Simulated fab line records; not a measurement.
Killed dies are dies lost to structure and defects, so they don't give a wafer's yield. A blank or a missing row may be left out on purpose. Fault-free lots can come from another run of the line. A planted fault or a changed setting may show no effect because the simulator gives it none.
fab line records | flow sky130
record lots=13 | wafers=39 | last_day=50
route steps=708 shown VT_ADJUST_PCH@147 SONOS_TUNNEL@166 CONTACT@433 METAL2@498
lots that met no fault: taken from a fault-free run of the same line
start_h: hours from the record's opening day to when the first of the lot's shown wafers began | wait_h: hours from the lot's prior step to this one | " same as the row above | L1.1+2: several wafers, shown together as one row | - either no value or no given start | * or withheld: withheld | < > ~ a bound
route shown NAME@n: names a module that has steps shown in the file, with the first one's number in the route | usual: mean/standard deviation of fault-free wafers | same: alike in all rows | chamber/n: place in a boat | sites: readings site by site | _std_site: standard deviation of those values | _edge_site: mean of outer sites minus mean of inner sites | radius_mm: for every site, how far away it sits from the centre of the wafer | mask NAME#n: copy n | behind: tool/chamber where the wafer was last shaped | hold: the reason the lot was held/the length of the hold in hours/how it ended | device: the n, p or np transistor that did not switch | end of line: the tests these same wafers got at the end of their route | a step with no rows: only its recipe | killed: not the wafer's yield, but the dies lost to structure and defects at the first sort | map: a wafer's dies, marking killed ones x, the rest . and places with no die _
set.NAME: the setting that was run; set.NAME@STEP: the one run at that earlier step | model.NAME: the simulator's own value behind a step, which no gauge read
route steps across a sampled set of lots; one table per step, one row per wafer
services: a tool's chamber out of use, with start hour (start_h, from the record's first day; less than 0 if before it), hours out, and reason
## steps
# step SKY_VT_ADJUST_PCH_EXPOSE_04
# recipe mask_id=NWM | na=0.6 | source_shape=conventional | sigma_outer=0.6 | polarization=unpolarized | target_cd_nm=840 | dose_mj=255
lot.wafer  | tool             | chamber | start_h | wait_h | mask
L148.4+5+6 | iline_stepper-01 | 0       | 214.84  | -      | NWM#0
L151.1+3+4 | iline_stepper-02 | 0       | 235.95  | -      | TUNM#0
L155.3+4+6 | iline_stepper-01 | 0       | 262.31  | -      | NWM#0
L159.1+4+5 | iline_stepper-02 | 0       | 284.93  | -      | NWM#0
L160.3+4+6 | iline_stepper-02 | 0       | 311.87  | -      | NWM#0
L161.3+5+6 | iline_stepper-01 | 0       | 312.67  | -      | NWM#0
L162.1+2+5 | iline_stepper-01 | 0       | 314.48  | -      | NWM#0
L164.3+4+5 | iline_stepper-02 | 0       | 338.66  | -      | NWM#0
L165.1+2+4 | iline_stepper-01 | 0       | 340.46  | -      | NWM#0
L166.1+5+6 | iline_stepper-01 | 0       | 359.50  | -      | NWM#0
L167.1+3+5 | iline_stepper-02 | 0       | 365.75  | -      | NWM#0
L168.1+2+5 | iline_stepper-02 | 0       | 368.15  | -      | NWM#0
L170.2+3+6 | iline_stepper-02 | 0       | 392.37  | -      | NWM#0
# step SKY_VT_ADJUST_PCH_OVL_MEAS_07
# usual VT_ADJUST_PCH_OVL=0.8/1.4
lot.wafer | tool       | chamber | start_h | wait_h | VT_ADJUST_PCH_OVL[nm]
L148.4    | overlay-01 | -       | 225.89  | -      | 0.7
L148.5    | "          | -       | "       | "      | 1.1
L148.6    | "          | -       | "       | "      | 2.5
L151.1    | overlay-02 | -       | 247.99  | -      | -
L151.3    | "          | -       | "       | "      | -
L151.4    | "          | -       | "       | "      | -
L155.3    | overlay-01 | -       | 274.40  | -      | 1.7
L155.4    | "          | -       | "       | "      | 3.2
L155.6    | "          | -       | "       | "      | 2.6
L159.1    | overlay-02 | -       | 297.79  | -      | 2.5
L159.4    | "          | -       | "       | "      | 3.3
L159.5    | "          | -       | "       | "      | 2.2
L160.3    | overlay-01 | -       | 325.47  | -      | -0.9
L160.4    | "          | -       | "       | "      | -0.6
L160.6    | "          | -       | "       | "      | -1.4
L161.3    | overlay-02 | -       | 326.00  | -      | 0.6
L161.5    | "          | -       | "       | "      | -0.2
L161.6    | "          | -       | "       | "      | 1.8
L162.1    | overlay-02 | -       | 327.10  | -      | 2.5
L162.2    | "          | -       | "       | "      | 2.5
L162.5    | "          | -       | "       | "      | 2.5
L164.3    | overlay-02 | -       | 352.77  | -      | 2.3
L164.4    | "          | -       | "       | "      | 2.4
L164.5    | "          | -       | "       | "      | 3.2
L165.1    | overlay-01 | -       | 354.65  | -      | 1.7
L165.2    | "          | -       | "       | "      | 0.5
L165.4    | "          | -       | "       | "      | 0.7
L166.1    | overlay-01 | -       | 372.80  | -      | -0.5
L166.5    | "          | -       | "       | "      | -1.5
L166.6    | "          | -       | "       | "      | -1.0
L167.1    | overlay-02 | -       | 378.99  | -      | 1.0
L167.3    | "          | -       | "       | "      | 0.8
L167.5    | "          | -       | "       | "      | 0.9
L168.1    | overlay-01 | -       | 382.08  | -      | -1.7
L168.2    | "          | -       | "       | "      | -0.6
L168.5    | "          | -       | "       | "      | -1.0
L170.2    | overlay-02 | -       | 407.50  | -      | 0.6
L170.3    | "          | -       | "       | "      | 1.0
L170.6    | "          | -       | "       | "      | 1.8
# step SKY_VT_ADJUST_PCH_TW_MEAS_10
# usual VT_ADJUST_PCH_TW=143.9/0.75
lot.wafer | tool          | chamber | start_h | wait_h | VT_ADJUST_PCH_TW
L148.4    | film_metro-02 | -       | 226.18  | 0.1    | 145.2
L148.5    | "             | -       | "       | "      | 144.0
L148.6    | "             | -       | "       | "      | 144.8
L151.1    | film_metro-03 | -       | 248.28  | 0.1    | 30.3
L151.3    | "             | -       | "       | "      | 30.4
L151.4    | "             | -       | "       | "      | 30.4
L155.3    | film_metro-03 | -       | 274.70  | 0.1    | 143.1
L155.4    | "             | -       | "       | "      | 142.9
L155.6    | "             | -       | "       | "      | 143.0
L159.1    | film_metro-04 | -       | 298.08  | 0.1    | 142.6
L159.4    | "             | -       | "       | "      | 143.2
L159.5    | "             | -       | "       | "      | 143.8
L160.3    | film_metro-02 | -       | 325.76  | 0.1    | 144.9
L160.4    | "             | -       | "       | "      | 143.7
L160.6    | "             | -       | "       | "      | 144.1
L161.3    | film_metro-03 | -       | 326.30  | 0.1    | 144.7
L161.5    | "             | -       | "       | "      | 144.1
L161.6    | "             | -       | "       | "      | 143.9
L162.1    | film_metro-02 | -       | 327.39  | 0.1    | 143.9
L162.2    | "             | -       | "       | "      | 144.6
L162.5    | "             | -       | "       | "      | 144.5
L164.3    | film_metro-02 | -       | 353.06  | 0.1    | 143.6
L164.4    | "             | -       | "       | "      | 143.1
L164.5    | "             | -       | "       | "      | 143.9
L165.1    | film_metro-03 | -       | 354.94  | 0.1    | 142.9
L165.2    | "             | -       | "       | "      | 144.2
L165.4    | "             | -       | "       | "      | 143.8
L166.1    | film_metro-02 | -       | 373.09  | 0.1    | 144.1
L166.5    | "             | -       | "       | "      | 144.0
L166.6    | "             | -       | "       | "      | 143.8
L167.1    | film_metro-02 | -       | 379.28  | 0.1    | 143.7
L167.3    | "             | -       | "       | "      | 143.2
L167.5    | "             | -       | "       | "      | 143.7
L168.1    | film_metro-03 | -       | 382.37  | 0.1    | 143.5
L168.2    | "             | -       | "       | "      | 143.3
L168.5    | "             | -       | "       | "      | 143.7
L170.2    | film_metro-03 | -       | 407.79  | 0.1    | 143.6
L170.3    | "             | -       | "       | "      | 143.7
L170.6    | "             | -       | "       | "      | 143.8
# step SKY_SONOS_TUNNEL_TW_MEAS_12
# usual SONOS_TUNNEL_TW=198.9/0.99
lot.wafer | tool          | chamber | start_h | wait_h | SONOS_TUNNEL_TW
L148.4    | film_metro-02 | -       | 250.33  | 0.0    | 200.7
L148.5    | "             | -       | "       | "      | 199.4
L148.6    | "             | -       | "       | "      | 200.0
L151.1    | film_metro-03 | -       | 271.63  | 0.0    | 213.5
L151.3    | "             | -       | "       | "      | 212.5
L151.4    | "             | -       | "       | "      | 212.9
L155.3    | film_metro-02 | -       | 300.03  | 0.0    | 198.1
L155.4    | "             | -       | "       | "      | 198.4
L155.6    | "             | -       | "       | "      | 197.7
L159.1    | film_metro-02 | -       | 325.10  | 0.0    | 199.6
L159.4    | "             | -       | "       | "      | 200.3
L159.5    | "             | -       | "       | "      | 198.4
L160.3    | film_metro-03 | -       | 352.99  | 0.0    | 198.3
L160.4    | "             | -       | "       | "      | 197.6
L160.6    | "             | -       | "       | "      | 197.2
L161.3    | film_metro-03 | -       | 353.07  | 0.0    | 198.9
L161.5    | "             | -       | "       | "      | 198.9
L161.6    | "             | -       | "       | "      | 198.0
L162.1    | film_metro-02 | -       | 355.30  | 0.0    | 198.6
L162.2    | "             | -       | "       | "      | 199.0
L162.5    | "             | -       | "       | "      | 198.3
L164.3    | film_metro-02 | -       | 380.88  | 0.0    | 198.3
L164.4    | "             | -       | "       | "      | 199.4
L164.5    | "             | -       | "       | "      | 199.0
L165.1    | film_metro-03 | -       | 383.31  | 0.0    | 196.8
L165.2    | "             | -       | "       | "      | 198.9
L165.4    | "             | -       | "       | "      | 197.5
L166.1    | film_metro-02 | -       | 402.45  | 0.0    | 199.6
L166.5    | "             | -       | "       | "      | 198.2
L166.6    | "             | -       | "       | "      | 199.5
L167.1    | film_metro-03 | -       | 408.88  | 0.0    | 197.9
L167.3    | "             | -       | "       | "      | 199.0
L167.5    | "             | -       | "       | "      | 198.4
L168.1    | film_metro-02 | -       | 412.05  | 0.0    | 198.1
L168.2    | "             | -       | "       | "      | 199.1
L168.5    | "             | -       | "       | "      | 198.7
L170.2    | film_metro-02 | -       | 439.01  | 0.0    | 200.0
L170.3    | "             | -       | "       | "      | 198.6
L170.6    | "             | -       | "       | "      | 199.4
# step SKY_CONTACT_CMP_27
# recipe stop_on=SiO2 | t_overpolish_s=15 | down_force_psi=3.5 | platen_rpm=60 | target_thk_nm=0 | pad_velocity_m_s=0.94248
# usual edge_zone_pressure_frac=1.000/0.0049 | head_pressure_psi=3.500/0.0082 | motor_current_A=10.8/1.1 | overpolish_run_s=15.001/0.0089 | slurry_filter_dp_kPa=13.51/0.14 | time_to_endpoint_s=83/4.4
lot.wafer | tool   | chamber | start_h | wait_h | edge_zone_pressure_frac | head_pressure_psi | motor_current_A | overpolish_run_s | slurry_filter_dp_kPa | time_to_endpoint_s
L148.4    | cmp-01 | 2       | 736.57  | 0.1    | 0.999                   | 3.507             | 8.7             | 15.001           | 13.47                | 82
L148.6    | "      | 1       | "       | "      | 1.002                   | 3.492             | 11.4            | 15.002           | 13.74                | 92
L148.5    | "      | 2       | "       | "      | 0.993                   | 3.484             | 8.8             | 14.981           | 13.61                | 84
L151.1    | cmp-01 | 0       | 763.06  | 0.1    | 1.011                   | 3.502             | 9.6             | 15.003           | 13.33                | 85
L151.3    | "      | 2       | "       | "      | 1.004                   | 3.493             | 9.1             | 15.006           | 13.52                | 81
L151.4    | "      | 3       | "       | "      | 1.005                   | 3.509             | 11.7            | 14.997           | 13.46                | 83
L155.4    | cmp-01 | 1       | 793.12  | 0.0    | 0.995                   | 3.496             | 11.1            | 15.004           | 13.38                | 92
L155.3    | "      | 0       | "       | "      | 0.996                   | 3.513             | 10.3            | 14.998           | 13.43                | 89
L155.6    | "      | 2       | "       | "      | 0.996                   | 3.500             | 9.2             | 14.986           | 13.65                | 88
L159.4    | cmp-02 | 1       | 819.09  | 0.1    | 1.003                   | 3.501             | 10.8            | 14.999           | 13.48                | 79
L159.1    | "      | 3       | "       | "      | 1.003                   | 3.488             | 11.7            | 14.999           | 13.31                | 84
L159.5    | "      | 2       | "       | "      | 0.993                   | 3.514             | 11.7            | 15.006           | 13.64                | 84
L160.4    | cmp-01 | 2       | 839.48  | 0.0    | 1.004                   | 3.498             | 9.3             | 14.999           | 13.38                | 81
L160.3    | "      | 0       | "       | "      | 1.004                   | 3.508             | 9.3             | 15.016           | 13.59                | 80
L160.6    | "      | 3       | "       | "      | 1.002                   | 3.510             | 11.9            | 15.007           | 13.36                | 82
L161.3    | cmp-01 | 0       | 841.66  | 0.4    | 1.000                   | 3.496             | 10.5            | 15.004           | 13.46                | 83
L161.5    | "      | 0       | "       | "      | 1.002                   | 3.505             | 9.8             | 15.019           | 13.78                | 80
L161.6    | "      | 1       | "       | "      | 0.996                   | 3.493             | 11.1            | 14.990           | 13.68                | 87
L162.2    | cmp-01 | 1       | 847.44  | 0.1    | 0.995                   | 3.508             | 11.7            | 15.013           | 13.53                | 90
L162.1    | "      | 2       | "       | "      | 0.998                   | 3.504             | 9.7             | 15.012           | 13.37                | 79
L162.5    | "      | 0       | "       | "      | 0.997                   | 3.514             | 9.6             | 14.993           | 13.50                | 85
L164.4    | cmp-02 | 3       | 866.62  | 0.0    | 1.000                   | 3.498             | 11.8            | 15.008           | 13.52                | 81
L164.3    | "      | 1       | "       | "      | 0.997                   | 3.494             | 11.5            | 14.995           | 13.65                | 78
L164.5    | "      | 0       | "       | "      | 0.998                   | 3.489             | 9.0             | 14.999           | 13.62                | 82
L165.1    | cmp-01 | 0       | 866.98  | 0.1    | 1.007                   | 3.482             | 9.6             | 15.004           | 13.45                | 80
L165.2    | "      | 1       | "       | "      | 0.999                   | 3.511             | 11.0            | 14.994           | 13.47                | 88
L165.4    | "      | 2       | "       | "      | 1.008                   | 3.513             | 8.9             | 15.008           | 13.49                | 77
L166.1    | cmp-01 | 3       | 884.26  | 0.1    | 1.006                   | 3.507             | 11.4            | 15.008           | 13.51                | 83
L166.6    | "      | 1       | "       | "      | 0.993                   | 3.489             | 11.7            | 14.998           | 13.40                | 90
L166.5    | "      | 2       | "       | "      | 0.993                   | 3.503             | 9.0             | 14.995           | 13.75                | 79
L167.1    | cmp-01 | 3       | 888.68  | 0.1    | 1.002                   | 3.501             | 11.7            | 15.019           | 13.62                | 82
L167.3    | "      | 1       | "       | "      | 1.000                   | 3.504             | 11.5            | 15.002           | 13.31                | 87
L167.5    | "      | 0       | "       | "      | 1.001                   | 3.502             | 10.3            | 15.013           | 13.33                | 82
L168.2    | cmp-02 | 2       | 890.84  | 0.1    | 1.008                   | 3.501             | 12.2            | 14.996           | 13.73                | 85
L168.1    | "      | 0       | "       | "      | 1.003                   | 3.495             | 9.9             | 15.002           | 13.59                | 82
L168.5    | "      | 1       | "       | "      | 1.009                   | 3.494             | 10.9            | 15.001           | 13.53                | 79
L170.2    | cmp-02 | 3       | 917.36  | 0.0    | 0.996                   | 3.504             | 11.2            | 15.003           | 13.63                | 76
L170.3    | "      | 0       | "       | "      | 1.002                   | 3.495             | 9.5             | 15.008           | 13.29                | 77
L170.6    | "      | 3       | "       | "      | 0.997                   | 3.498             | 11.6            | 15.008           | 13.57                | 78
# step SKY_METAL2_CD_MEAS_15
# recipe target_cd_nm=140
# usual cd_nm=140.2/1.5
lot.wafer | tool      | chamber | start_h | wait_h | cd_nm
L148.4    | cd_sem-02 | -       | 821.44  | -      | 141.4
L148.5    | "         | -       | "       | "      | 139.9
L148.6    | "         | -       | "       | "      | 140.0
L151.1    | cd_sem-01 | -       | 847.44  | -      | 140.3
L151.3    | "         | -       | "       | "      | 140.6
L151.4    | "         | -       | "       | "      | 138.5
L155.3    | cd_sem-02 | -       | 875.73  | -      | 139.9
L155.4    | "         | -       | "       | "      | 138.0
L155.6    | "         | -       | "       | "      | 139.3
L159.1    | cd_sem-02 | -       | 901.49  | -      | 141.1
L159.4    | "         | -       | "       | "      | 141.4
L159.5    | "         | -       | "       | "      | 141.2
L160.3    | cd_sem-02 | -       | 920.79  | -      | 140.2
L160.4    | "         | -       | "       | "      | 141.3
L160.6    | "         | -       | "       | "      | 138.8
L161.3    | cd_sem-02 | -       | 923.83  | -      | 141.3
L161.5    | "         | -       | "       | "      | 143.5
L161.6    | "         | -       | "       | "      | 142.0
L162.1    | cd_sem-02 | -       | 928.43  | -      | 140.0
L162.2    | "         | -       | "       | "      | 139.9
L162.5    | "         | -       | "       | "      | 140.0
L164.3    | cd_sem-01 | -       | 946.24  | -      | 141.7
L164.4    | "         | -       | "       | "      | 142.4
L164.5    | "         | -       | "       | "      | 141.0
L165.1    | cd_sem-01 | -       | 947.15  | -      | 141.8
L165.2    | "         | -       | "       | "      | 141.1
L165.4    | "         | -       | "       | "      | 141.1
L166.1    | cd_sem-01 | -       | 963.66  | -      | 142.5
L166.5    | "         | -       | "       | "      | 143.2
L166.6    | "         | -       | "       | "      | 142.4
L167.1    | cd_sem-02 | -       | 967.71  | -      | 138.9
L167.3    | "         | -       | "       | "      | 139.3
L167.5    | "         | -       | "       | "      | 139.4
L168.1    | cd_sem-01 | -       | 970.13  | -      | 141.0
L168.2    | "         | -       | "       | "      | 141.3
L168.5    | "         | -       | "       | "      | 140.5
L170.2    | cd_sem-01 | -       | 995.41  | -      | 136.2
L170.3    | "         | -       | "       | "      | 138.1
L170.6    | "         | -       | "       | "      | 137.0
# step SKY_METAL2_ETCH_18
# recipe chemistry=N2/H2 | target=BARC | ion_energy_ev=200 | bias_w=100 | pressure_mtorr=30 | n2_flow_sccm=100 | h2_flow_sccm=200 | icp_w=500 | stop_on=SiO2 | time_s=45.9 | target_depth_a=600
# usual drypump_motor_current_A=5.8/0.4 | h2_flow_sccm=199.9/0.64 | n2_flow_sccm=100.06/0.29 | oes_product_au=0.855/0.0049 | throttle_valve_pct=13.224/0.0094
lot.wafer | tool         | chamber | start_h | wait_h | drypump_motor_current_A | h2_flow_sccm | n2_flow_sccm | oes_product_au | rf_hours_counter_h | throttle_valve_pct
L148.4    | rie_metal-03 | 1       | 821.59  | 0.0    | 5.8                     | 199.1        | 100.05       | 0.864          | -                  | 13.218
L148.5    | "            | 0       | "       | "      | 5.7                     | 200.8        | 100.09       | 0.869          | -                  | 13.234
L148.6    | "            | 1       | "       | "      | 5.8                     | 199.4        | 100.25       | 0.870          | -                  | 13.227
L151.1    | rie_metal-02 | 1       | 847.63  | 0.0    | 5.5                     | 199.3        | 100.19       | 0.853          | 7                  | 13.224
L151.3    | "            | 1       | "       | "      | 5.5                     | 199.4        | 100.09       | 0.857          | -                  | 13.232
L151.4    | "            | 0       | "       | "      | 5.5                     | 199.5        | 100.44       | 0.851          | -                  | 13.225
L155.3    | rie_metal-04 | 1       | 875.90  | 0.0    | 5.9                     | 200.0        | 100.11       | 0.851          | -                  | 13.229
L155.4    | "            | 0       | "       | "      | 6.6                     | 199.0        | 100.36       | 0.852          | -                  | 13.230
L155.6    | "            | 0       | "       | "      | 6.6                     | 199.5        | 100.37       | 0.853          | -                  | 13.231
L159.1    | rie_metal-04 | 1       | 901.68  | 0.0    | 5.9                     | 199.6        | 100.39       | 0.858          | 15                 | 13.230
L159.4    | "            | 1       | "       | "      | 6.0                     | 200.2        | 100.48       | 0.851          | -                  | 13.224
L159.5    | "            | 0       | "       | "      | 6.6                     | 201.1        | 100.63       | 0.850          | -                  | 13.192
L160.3    | rie_metal-02 | 0       | 920.96  | 0.0    | 5.5                     | 200.1        | 100.28       | 0.846          | -                  | 13.225
L160.4    | "            | 1       | "       | "      | 5.5                     | 199.9        | 100.06       | 0.856          | -                  | 13.216
L160.6    | "            | 0       | "       | "      | 5.5                     | 199.7        | 99.98        | 0.848          | -                  | 13.214
L161.3    | rie_metal-04 | 0       | 924.00  | 0.0    | 6.6                     | 198.6        | 99.76        | 0.857          | -                  | 13.206
L161.5    | "            | 0       | "       | "      | 6.6                     | 198.5        | 99.94        | 0.852          | -                  | 13.229
L161.6    | "            | 1       | "       | "      | 6.0                     | 200.2        | 100.13       | 0.853          | -                  | 13.202
L162.1    | rie_metal-03 | 0       | 928.62  | 0.0    | 5.7                     | 200.3        | 100.22       | 0.855          | 18                 | 13.222
L162.2    | "            | 1       | "       | "      | 5.8                     | 200.0        | 99.50        | 0.858          | 0                  | 13.232
L162.5    | "            | 0       | "       | "      | 5.7                     | 199.8        | 100.09       | 0.850          | -                  | 13.222
L164.3    | rie_metal-04 | 0       | 946.47  | 0.1    | 6.6                     | 199.9        | 100.12       | 0.860          | -                  | 13.232
L164.4    | "            | 0       | "       | "      | 6.6                     | 200.0        | 100.22       | 0.863          | -                  | 13.222
L164.5    | "            | 0       | "       | "      | 6.6                     | 199.7        | 100.17       | 0.856          | -                  | 13.247
L165.1    | rie_metal-02 | 0       | 947.34  | 0.0    | 5.5                     | 199.4        | 100.00       | 0.856          | 18                 | 13.234
L165.2    | "            | 1       | "       | "      | 5.5                     | 199.8        | 99.94        | 0.857          | 11                 | 13.220
L165.4    | "            | 1       | "       | "      | 5.5                     | 199.4        | 99.94        | 0.859          | -                  | 13.228
L166.1    | rie_metal-02 | 0       | 963.84  | 0.0    | 5.5                     | 200.3        | 100.03       | 0.855          | 19                 | 13.234
L166.5    | "            | 1       | "       | "      | 5.5                     | 200.6        | 99.42        | 0.849          | -                  | 13.224
L166.6    | "            | 0       | "       | "      | 5.5                     | 200.1        | 99.91        | 0.856          | -                  | 13.226
L167.1    | rie_metal-03 | 0       | 967.89  | 0.0    | 5.7                     | 199.9        | 100.54       | 0.842          | 20                 | 13.223
L167.3    | "            | 0       | "       | "      | 5.7                     | 200.6        | 100.34       | 0.858          | -                  | 13.219
L167.5    | "            | 1       | "       | "      | 5.8                     | 200.0        | 100.15       | 0.853          | -                  | 13.218
L168.1    | rie_metal-02 | 1       | 970.32  | 0.0    | 5.5                     | 199.6        | 100.32       | 0.862          | 13                 | 13.214
L168.2    | "            | 0       | "       | "      | 5.5                     | 200.0        | 99.67        | 0.848          | 19                 | 13.246
L168.5    | "            | 1       | "       | "      | 5.5                     | 199.7        | 99.92        | 0.861          | -                  | 13.224
L170.2    | rie_metal-03 | 0       | 995.58  | 0.0    | 5.7                     | 200.0        | 100.43       | 0.853          | 21                 | 13.223
L170.3    | "            | 0       | "       | "      | 5.7                     | 199.2        | 100.32       | 0.859          | -                  | 13.222
L170.6    | "            | 1       | "       | "      | 5.8                     | 199.9        | 99.84        | 0.859          | -                  | 13.217
## services
tool             | chamber | start_h | hours | kind
iline_stepper-02 | -       | 199.75  | 4.3   | pm
cmp-01           | -       | 312.95  | 2.7   | repair
cmp-01           | -       | 331.00  | 1.1   | repair
iline_stepper-02 | -       | 356.39  | 1.7   | pm
cmp-01           | -       | 386.13  | 0.8   | repair
cmp-01           | -       | 404.29  | 4.0   | pm
cmp-01           | -       | 450.97  | 0.8   | repair
iline_stepper-02 | -       | 457.30  | 2.1   | pm
cmp-01           | -       | 461.71  | 16.1  | pm
cmp-01           | -       | 480.59  | 5.2   | repair
cmp-01           | -       | 494.81  | 1.9   | repair
cmp-01           | -       | 520.39  | 4.7   | pm
cmp-01           | -       | 530.60  | 0.9   | repair
cmp-01           | -       | 547.03  | 6.7   | pm
iline_stepper-02 | -       | 574.62  | 1.7   | pm
cmp-01           | -       | 609.93  | 0.3   | repair
iline_stepper-02 | -       | 612.54  | 3.0   | repair
cmp-01           | -       | 648.79  | 3.9   | repair
cmp-01           | -       | 744.29  | 4.0   | pm
cmp-01           | -       | 752.86  | 0.4   | repair
cmp-01           | -       | 901.02  | 0.4   | repair
cmp-01           | -       | 911.82  | 1.1   | repair
cmp-01           | -       | 916.41  | 6.4   | pm
cmp-01           | -       | 981.64  | 1.1   | repair
## key
first_sign step=SKY_VT_ADJUST_PCH_EXPOSE_04 | reading=mask | direction=changed
effect step=SKY_VT_ADJUST_PCH_OVL_MEAS_07 | reading=VT_ADJUST_PCH_OVL | direction=missing
effect step=SKY_VT_ADJUST_PCH_TW_MEAS_10 | reading=VT_ADJUST_PCH_TW | direction=down | sigmas=99+ | usual=143.9 | struck=30.4
effect step=SKY_SONOS_TUNNEL_TW_MEAS_12 | reading=SONOS_TUNNEL_TW | direction=up | sigmas=14 | usual=198.9 | struck=213.0
met_at SKY_VT_ADJUST_PCH_EXPOSE_04
struck_lots L151
sort_left_out L151.1,L151.3,L151.4
tester_left_out L151
not_acting_at SKY_CONTACT_CMP_27,SKY_METAL2_CD_MEAS_15,SKY_METAL2_ETCH_18
fault kind=wrong_mask | tool=any | chamber=- | onset_h=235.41 | steps=SKY_VT_ADJUST_PCH_EXPOSE_04 | aux_copy=TUNM#0 | scope=struck_lots_only
# tester_left_out: of these lots the tester's yield and bins aren't shown, on N5 and GAA mostly nor the transistor test; their killed dies are dies lost to structure and defects alone, not to doping, threshold or leakage, so they don't give the yield
# sort_left_out: the simulated sort isn't trusted on such a fault, so these wafers' sort isn't shown, and their yield isn't known
